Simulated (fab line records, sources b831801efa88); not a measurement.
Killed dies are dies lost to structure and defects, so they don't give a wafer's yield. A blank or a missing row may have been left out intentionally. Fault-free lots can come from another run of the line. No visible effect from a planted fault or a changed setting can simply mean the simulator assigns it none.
Which of the tools did it? || flow sky130 || 12 lots with 36 wafers sampled at 4 steps, on a route of 708 steps

## WHAT THE GAUGES READ, wafer by wafer
SKY_CONTACT_THK_MEAS_03. Usual: for CONTACT_HDPCVD_THK the level is 565 nm and the standard deviation is 6.6.
{"lot": "L931", "measured": "day 30 09:55", "on": "film-metro-03", "CONTACT_HDPCVD_THK (nm)": "560 564 568", "flag": ""}
{"lot": "L933", "measured": "day 31 07:44", "on": "film-metro-04", "CONTACT_HDPCVD_THK (nm)": "551 555 561", "flag": ""}
{"lot": "L937", "measured": "day 32 14:14", "on": "film-metro-04", "CONTACT_HDPCVD_THK (nm)": "553 555 553", "flag": ""}
{"lot": "L938", "measured": "day 32 19:24", "on": "film-metro-03", "CONTACT_HDPCVD_THK (nm)": "565 563 559", "flag": ""}
{"lot": "L942", "measured": "day 34 01:57", "on": "film-metro-04", "CONTACT_HDPCVD_THK (nm)": "580 572 572", "flag": ""}
{"lot": "L943", "measured": "day 34 18:08", "on": "film-metro-03", "CONTACT_HDPCVD_THK (nm)": "571 567 570", "flag": ""}
{"lot": "L948", "measured": "day 36 02:25", "on": "film-metro-04", "CONTACT_HDPCVD_THK (nm)": "569 574 567", "flag": ""}
{"lot": "L949", "measured": "day 36 08:40", "on": "film-metro-03", "CONTACT_HDPCVD_THK (nm)": "565 558 575", "flag": ""}
{"lot": "L950", "measured": "day 36 19:25", "on": "film-metro-03", "CONTACT_HDPCVD_THK (nm)": "565 569 573", "flag": ""}
{"lot": "L951", "measured": "day 37 01:14", "on": "film-metro-03", "CONTACT_HDPCVD_THK (nm)": "557 570 560", "flag": ""}
{"lot": "L952", "measured": "day 37 04:53", "on": "film-metro-01", "CONTACT_HDPCVD_THK (nm)": "575 563 552", "flag": ""}
{"lot": "L953", "measured": "day 37 11:37", "on": "film-metro-01", "CONTACT_HDPCVD_THK (nm)": "567 569 561", "flag": ""}

SKY_METAL1_RS_MEAS_05: measurement is done with a four-point probe. Usual: for METAL1_ALCU_RS the level is 0.1262 ohm/sq and the standard deviation is 0.0016.
{"lot": "L931", "measured": "day 31 15:23", "on": "film-metro-04", "METAL1_ALCU_RS (ohm/sq)": "0.1250 0.1262 0.1260", "flag": ""}
{"lot": "L933", "measured": "day 32 13:11", "on": "film-metro-03", "METAL1_ALCU_RS (ohm/sq)": "0.1248 0.1250 0.1268", "flag": ""}
{"lot": "L937", "measured": "day 33 19:17", "on": "film-metro-03", "METAL1_ALCU_RS (ohm/sq)": "0.1237 0.1227 0.1229", "flag": ""}
{"lot": "L938", "measured": "day 34 00:07", "on": "film-metro-03", "METAL1_ALCU_RS (ohm/sq)": "0.1249 0.1253 0.1253", "flag": ""}
{"lot": "L948", "measured": "day 37 06:23", "on": "film-metro-03", "METAL1_ALCU_RS (ohm/sq)": "0.1288 0.1250 0.1252", "flag": ""}
{"lot": "L949", "measured": "day 37 12:14", "on": "film-metro-02", "METAL1_ALCU_RS (ohm/sq)": "0.1305 0.1275 0.1302", "flag": ""}
{"lot": "L950", "measured": "day 38 00:11", "on": "film-metro-03", "METAL1_ALCU_RS (ohm/sq)": "0.1294 0.1264 0.1293", "flag": ""}
{"lot": "L951", "measured": "day 38 05:26", "on": "film-metro-03", "METAL1_ALCU_RS (ohm/sq)": "0.1243 0.1240 0.1236", "flag": ""}
{"lot": "L952", "measured": "day 38 08:46", "on": "film-metro-03", "METAL1_ALCU_RS (ohm/sq)": "0.1249 0.1238 0.1259", "flag": ""}
{"lot": "L953", "measured": "day 38 15:25", "on": "film-metro-02", "METAL1_ALCU_RS (ohm/sq)": "0.1271 0.1287 0.1278", "flag": ""}

## TOOL THAT RAN EACH LOT (tool first, then ch and the chambers of the sampled wafers, then the start)
{"lot": "L931", "SKY_LOCAL_INTERCONNECT_SPUTTER_00": "pvd-sputter-04, day 29 04:11", "SKY_CONTACT_SPUTTER_23": "pvd-sputter-03, day 31 14:34"}
{"lot": "L933", "SKY_LOCAL_INTERCONNECT_SPUTTER_00": "pvd-sputter-01, day 30 02:26", "SKY_CONTACT_SPUTTER_23": "pvd-sputter-04, day 32 12:22"}
{"lot": "L937", "SKY_LOCAL_INTERCONNECT_SPUTTER_00": "pvd-sputter-01, day 31 09:50", "SKY_CONTACT_SPUTTER_23": "pvd-sputter-04, day 33 18:29"}
{"lot": "L938", "SKY_LOCAL_INTERCONNECT_SPUTTER_00": "pvd-sputter-02, day 31 15:04", "SKY_CONTACT_SPUTTER_23": "pvd-sputter-03, day 33 23:19"}
{"lot": "L942", "SKY_LOCAL_INTERCONNECT_SPUTTER_00": "pvd-sputter-04, day 32 22:38", "SKY_CONTACT_SPUTTER_23": "pvd-sputter-03, day 35 06:38"}
{"lot": "L943", "SKY_LOCAL_INTERCONNECT_SPUTTER_00": "pvd-sputter-02, day 33 13:59", "SKY_CONTACT_SPUTTER_23": "pvd-sputter-04, day 35 22:06"}
{"lot": "L948", "SKY_LOCAL_INTERCONNECT_SPUTTER_00": "pvd-sputter-01, day 34 22:50", "SKY_CONTACT_SPUTTER_23": "pvd-sputter-01, day 37 05:34"}
{"lot": "L949", "SKY_LOCAL_INTERCONNECT_SPUTTER_00": "pvd-sputter-01, day 35 05:37", "SKY_CONTACT_SPUTTER_23": "pvd-sputter-03, day 37 11:27"}
{"lot": "L950", "SKY_LOCAL_INTERCONNECT_SPUTTER_00": "pvd-sputter-02, day 35 15:41", "SKY_CONTACT_SPUTTER_23": "pvd-sputter-03, day 37 23:21"}
{"lot": "L951", "SKY_LOCAL_INTERCONNECT_SPUTTER_00": "pvd-sputter-01, day 35 22:13", "SKY_CONTACT_SPUTTER_23": "pvd-sputter-01, day 38 04:39"}
{"lot": "L952", "SKY_LOCAL_INTERCONNECT_SPUTTER_00": "pvd-sputter-02, day 36 02:02", "SKY_CONTACT_SPUTTER_23": "pvd-sputter-03, day 38 07:58"}
{"lot": "L953", "SKY_LOCAL_INTERCONNECT_SPUTTER_00": "pvd-sputter-02, day 36 08:24", "SKY_CONTACT_SPUTTER_23": "pvd-sputter-03, day 38 14:37"}
- SKY_LOCAL_INTERCONNECT_SPUTTER_00: material TiN, target thk 100 nm, time 83.3 s.
- SKY_CONTACT_SPUTTER_23: material TiN, target thk 20 nm, time 80 s.

## WHAT THE TOOLS THEMSELVES READ (means of the sampled wafers that have a number; where no wafer has one, the mark that the record gives instead)
SKY_LOCAL_INTERCONNECT_SPUTTER_00. Usual: cathode-dc-power-W 6500.0 W, standard deviation 1.1; chamber-pressure-pa 0.4000 Pa, standard deviation 0.00077; substrate-temp-c 299.98 C, standard deviation 0.18; throttle-valve-pct 29.7 %, standard deviation 1.
{"lot": "L931", "tool": "pvd-sputter-04", "cathode-dc-power-W (W)": 6500.0, "chamber-pressure-pa (Pa)": 0.4004, "substrate-temp-c (C)": 299.93, "throttle-valve-pct (%)": 30.2, "flag": ""}
{"lot": "L933", "tool": "pvd-sputter-01", "cathode-dc-power-W (W)": 6499.6, "chamber-pressure-pa (Pa)": 0.4002, "substrate-temp-c (C)": 299.82, "throttle-valve-pct (%)": 29.7, "flag": ""}
{"lot": "L937", "tool": "pvd-sputter-01", "cathode-dc-power-W (W)": 6499.9, "chamber-pressure-pa (Pa)": 0.4004, "substrate-temp-c (C)": 300.04, "throttle-valve-pct (%)": 29.9, "flag": ""}
{"lot": "L938", "tool": "pvd-sputter-02", "cathode-dc-power-W (W)": 6499.4, "chamber-pressure-pa (Pa)": 0.3998, "substrate-temp-c (C)": 300.10, "throttle-valve-pct (%)": 28.7, "flag": ""}
{"lot": "L942", "tool": "pvd-sputter-04", "cathode-dc-power-W (W)": 6498.9, "chamber-pressure-pa (Pa)": 0.3999, "substrate-temp-c (C)": 300.02, "throttle-valve-pct (%)": 30.6, "flag": ""}
{"lot": "L943", "tool": "pvd-sputter-02", "cathode-dc-power-W (W)": 6500.4, "chamber-pressure-pa (Pa)": 0.4009, "substrate-temp-c (C)": 299.94, "throttle-valve-pct (%)": 28.9, "flag": ""}
{"lot": "L948", "tool": "pvd-sputter-01", "cathode-dc-power-W (W)": 6499.5, "chamber-pressure-pa (Pa)": 0.3997, "substrate-temp-c (C)": 300.07, "throttle-valve-pct (%)": 29.7, "flag": ""}
{"lot": "L949", "tool": "pvd-sputter-01", "cathode-dc-power-W (W)": 6500.7, "chamber-pressure-pa (Pa)": 0.4001, "substrate-temp-c (C)": 300.14, "throttle-valve-pct (%)": 29.3, "flag": ""}
{"lot": "L950", "tool": "pvd-sputter-02", "cathode-dc-power-W (W)": 6499.5, "chamber-pressure-pa (Pa)": 0.3994, "substrate-temp-c (C)": 299.76, "throttle-valve-pct (%)": 29.7, "flag": ""}
{"lot": "L951", "tool": "pvd-sputter-01", "cathode-dc-power-W (W)": 6500.7, "chamber-pressure-pa (Pa)": 0.4005, "substrate-temp-c (C)": 299.84, "throttle-valve-pct (%)": 29.3, "flag": ""}
{"lot": "L952", "tool": "pvd-sputter-02", "cathode-dc-power-W (W)": 6499.8, "chamber-pressure-pa (Pa)": 0.3993, "substrate-temp-c (C)": 300.03, "throttle-valve-pct (%)": 29.5, "flag": ""}
{"lot": "L953", "tool": "pvd-sputter-02", "cathode-dc-power-W (W)": 6500.0, "chamber-pressure-pa (Pa)": 0.4004, "substrate-temp-c (C)": 300.12, "throttle-valve-pct (%)": 29.7, "flag": ""}

SKY_CONTACT_SPUTTER_23. Usual: cathode-dc-power-W 4000.0 W, standard deviation 0.69; chamber-pressure-pa 5.002 Pa, standard deviation 0.01; throttle-valve-pct 30.2 %, standard deviation 0.62.
{"lot": "L931", "tool": "pvd-sputter-03", "cathode-dc-power-W (W)": 3999.6, "chamber-pressure-pa (Pa)": 5.006, "throttle-valve-pct (%)": 30.5, "flag": ""}
{"lot": "L933", "tool": "pvd-sputter-04", "cathode-dc-power-W (W)": 4000.1, "chamber-pressure-pa (Pa)": 5.013, "throttle-valve-pct (%)": 30.6, "flag": ""}
{"lot": "L937", "tool": "pvd-sputter-04", "cathode-dc-power-W (W)": 4000.2, "chamber-pressure-pa (Pa)": 5.001, "throttle-valve-pct (%)": 30.3, "flag": ""}
{"lot": "L938", "tool": "pvd-sputter-03", "cathode-dc-power-W (W)": 3999.4, "chamber-pressure-pa (Pa)": 4.997, "throttle-valve-pct (%)": 30.5, "flag": ""}
{"lot": "L942", "tool": "pvd-sputter-03", "cathode-dc-power-W (W)": "-", "chamber-pressure-pa (Pa)": "-", "throttle-valve-pct (%)": "-", "flag": "OFF"}
{"lot": "L943", "tool": "pvd-sputter-04", "cathode-dc-power-W (W)": "-", "chamber-pressure-pa (Pa)": "-", "throttle-valve-pct (%)": "-", "flag": "OFF"}
{"lot": "L948", "tool": "pvd-sputter-01", "cathode-dc-power-W (W)": 3999.3, "chamber-pressure-pa (Pa)": 5.000, "throttle-valve-pct (%)": 29.7, "flag": ""}
{"lot": "L949", "tool": "pvd-sputter-03", "cathode-dc-power-W (W)": 4000.3, "chamber-pressure-pa (Pa)": 4.994, "throttle-valve-pct (%)": 30.4, "flag": ""}
{"lot": "L950", "tool": "pvd-sputter-03", "cathode-dc-power-W (W)": 3999.5, "chamber-pressure-pa (Pa)": 5.005, "throttle-valve-pct (%)": 30.4, "flag": ""}
{"lot": "L951", "tool": "pvd-sputter-01", "cathode-dc-power-W (W)": 4000.0, "chamber-pressure-pa (Pa)": 5.002, "throttle-valve-pct (%)": 30.0, "flag": ""}
{"lot": "L952", "tool": "pvd-sputter-03", "cathode-dc-power-W (W)": 3999.7, "chamber-pressure-pa (Pa)": 4.996, "throttle-valve-pct (%)": 30.4, "flag": ""}
{"lot": "L953", "tool": "pvd-sputter-03", "cathode-dc-power-W (W)": 3999.7, "chamber-pressure-pa (Pa)": 5.002, "throttle-valve-pct (%)": 30.5, "flag": ""}

## THE ANSWER, worked out from the rows above alone
Rule: lot off if the mean of its wafers having a number is beyond 3 standard deviations from the usual mean. Also off: a lot with no number at a reading for which 4 or more lots have one. All remaining lots with rows at the step are treated as sound. Order of review: gauges by route order, followed by the tools' own readings, for which a lot's mean as printed above is used. The first step at which some lot is off is used, and at that step the reading that is off furthest; a lot without a number counts as furthest.
Off: L942, L943, at SKY_CONTACT_SPUTTER_23 (cathode-dc-power-W). Without a number there: L942, L943.
If a tool, at that step or one of the process steps before it, ran each lot that is off and ran no sound lot following the first of them, it fits. None of those tried fits.

## WHAT WAS PUT IN BY THE SIMULATOR
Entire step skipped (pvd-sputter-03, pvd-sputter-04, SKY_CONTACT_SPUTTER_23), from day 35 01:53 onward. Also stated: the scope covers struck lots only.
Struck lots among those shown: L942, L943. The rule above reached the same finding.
